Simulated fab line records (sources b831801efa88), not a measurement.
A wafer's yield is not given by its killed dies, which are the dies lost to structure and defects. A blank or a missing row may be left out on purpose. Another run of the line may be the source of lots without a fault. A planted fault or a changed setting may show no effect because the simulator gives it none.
Matching of chambers | flow sfqLine | cmp-01 running SFQ_TRILAYER_I3_CMP_CMP_082: 4 sister chambers
The step polishes SiO2. 8 wafers are shown with their chamber, then 8 later ones without.

## EACH WAFER AND ITS CHAMBER
wafer  | chamber | motorCurrentA (A) | headPressurePsi (psi)
L884.6 | 2       | 9.2               | 3.003
L895.6 | 3       | 10.2              | 3.000
L897.5 | 0       | 8.7               | 3.004
L897.6 | 1       | 9.7               | 3.006
L898.2 | 2       | 9.3               | 3.004
L898.3 | 1       | 9.1               | 3.000
L898.4 | 0       | 8.6               | 2.996
L900.2 | 3       | 10.3              | 2.996

## WAFERS WHOSE CHAMBER IS MISSING
wafer  | motorCurrentA (A) | headPressurePsi (psi)
L900.5 | 9.0               | 2.999
L900.6 | 10.2              | 2.996
L903.2 | 9.0               | 2.992
L903.3 | 10.3              | 2.992
L903.5 | 9.6               | 3.003
L904.2 | 9.6               | 2.997
L904.4 | 10.1              | 3.002
L904.6 | 9.3               | 2.998

## WHICH CHAMBER EACH ONE RAN IN
wafer  | from the rows above          | in truth
L900.5 | can't be placed: 0 or 2 or 1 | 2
L900.6 | 3                            | 3
L903.2 | can't be placed: 0 or 2 or 1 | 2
L903.3 | 3                            | 3
L903.5 | can't be placed: 1 or 2      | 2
L904.2 | can't be placed: 1 or 2 or 3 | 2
L904.4 | can't be placed: 3 or 1      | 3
L904.6 | can't be placed: 1 or 2 or 0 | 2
Correctly placed: 2 of 8. Not placeable from these rows: 6 (in 6, the candidates include the true chamber). Placed wrongly: 0.
How it was worked out, from the rows above alone: a wafer's distance from a chamber is the root of the sum, over the readings, of the square of ((its reading less the chamber's mean) divided by the reading's scatter). The wafer belongs to the nearest chamber; if the next one is less than 2 further off, it can't be placed. Each chamber's mean is taken over the wafers shown for it. How the scatter is found: for the shown wafers, subtract from each reading the mean of its chamber, square and add these, divide the total by (wafers less chambers), then take the root.
